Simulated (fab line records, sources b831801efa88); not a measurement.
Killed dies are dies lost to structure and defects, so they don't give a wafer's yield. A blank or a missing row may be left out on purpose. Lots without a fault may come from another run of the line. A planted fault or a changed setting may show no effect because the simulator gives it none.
Which tool did it? | flow sky130 | 14 lots, 42 wafers sampled, at 2 steps of a route of 708

WHAT THE GAUGES READ, wafer by wafer
SKY_LI_CONTACT_THK_MEAS_01.
lot  | measured     | on            | LI_CONTACT_HDPCVD_THK (nm)
L864 | day 27 23:44 | film_metro-03 | 928 939 931
L865 | day 28 07:00 | film_metro-03 | 937 931 940
L867 | day 29 00:15 | film_metro-02 | 930 936 925
L868 | day 29 17:36 | film_metro-03 | 926 934 930
L869 | day 30 01:24 | film_metro-02 | 922 928 916
L870 | day 30 02:56 | film_metro-04 | 929 923 919
L871 | day 30 07:42 | film_metro-02 | 933 938 939
L872 | day 30 13:46 | film_metro-03 | 938 934 926
L873 | day 31 00:40 | film_metro-02 | 943 929 937
L879 | day 32 20:29 | film_metro-03 | 925 938 1360
L880 | day 33 06:53 | film_metro-03 | 928 932 1350
L882 | day 33 23:14 | film_metro-04 | 943 942 922
L886 | day 34 23:47 | film_metro-03 | 936 934 939
L887 | day 35 07:56 | film_metro-03 | 954 939 938

WHICH TOOL RAN EACH LOT (tool, then ch and the chambers of the sampled wafers, then the start)
lot  | SKY_LI_CONTACT_HDPCVD_00
L864 | hdpcvd-02 ch 0,1,2, day 27 23:38
L865 | hdpcvd-02 ch 0,1, day 28 06:54
L867 | hdpcvd-01 ch 1,2, day 29 00:08
L868 | hdpcvd-01 ch 1,2, day 29 17:30
L869 | hdpcvd-02 ch 0,1,2, day 30 01:16
L870 | hdpcvd-01 ch 0,2, day 30 02:49
L871 | hdpcvd-01 ch 0,1, day 30 07:35
L872 | hdpcvd-02 ch 0,1,2, day 30 13:41
L873 | hdpcvd-01 ch 1,2, day 31 00:33
L879 | hdpcvd-01 ch 0,1,2, day 32 20:23
L880 | hdpcvd-01 ch 0,2, day 33 06:47
L882 | hdpcvd-02 ch 0,1, day 33 23:08
L886 | hdpcvd-02 ch 0,1,2, day 34 23:41
L887 | hdpcvd-02 ch 0,1, day 35 07:50
- SKY_LI_CONTACT_HDPCVD_00: deposits PSG, target thk 930 nm, time 155 s.

WHAT THE TOOLS THEMSELVES READ (means of the sampled wafers that have a number; where no wafer has one, the mark that the record gives instead)
The record holds no such reading with a usual standard deviation.

THE ANSWER, worked out from the rows above alone
Rule: what is usual is taken from the lots themselves. Put in order of their means at a reading, lots are off if they are a third of the lots or fewer, leave a main group of 4 or more, and stand apart from it by a gap of 3 or more times the standard deviation of the main group's means; of several such gaps the widest counts. A main group whose means are all the same, to the digits that the tables above print for the reading, isn't used. A lot without any number at a reading at which 4 lots or more have one is off too. The other lots that the step has rows for count as sound. The gauges are gone through in route order, then the tools' own readings, and for those a lot's mean is taken as printed above. The first step at which some lot is off is used, and at that step the reading that is off furthest; a lot without a number counts as furthest.
Off: L879, L880, at SKY_LI_CONTACT_THK_MEAS_01 (LI_CONTACT_HDPCVD_THK). The main group: mean 933 nm, standard deviation 5.7.
A tool fits if, at a process step before that reading, it ran every lot that is off, and no sound lot after the first of them. The gauges at SKY_LI_CONTACT_THK_MEAS_01 are tried like those tools. One fits: hdpcvd-01 at SKY_LI_CONTACT_HDPCVD_00. Its last sound lot is L873 (day 31 00:33), its first lot that is off L879 (day 32 20:23): a fault that began between those two fits.

WHAT THE SIMULATOR HAD PUT IN
Process parameter drift: hdpcvd-01, from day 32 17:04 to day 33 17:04, at SKY_LI_CONTACT_HDPCVD_00. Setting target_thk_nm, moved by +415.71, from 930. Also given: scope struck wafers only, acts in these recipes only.
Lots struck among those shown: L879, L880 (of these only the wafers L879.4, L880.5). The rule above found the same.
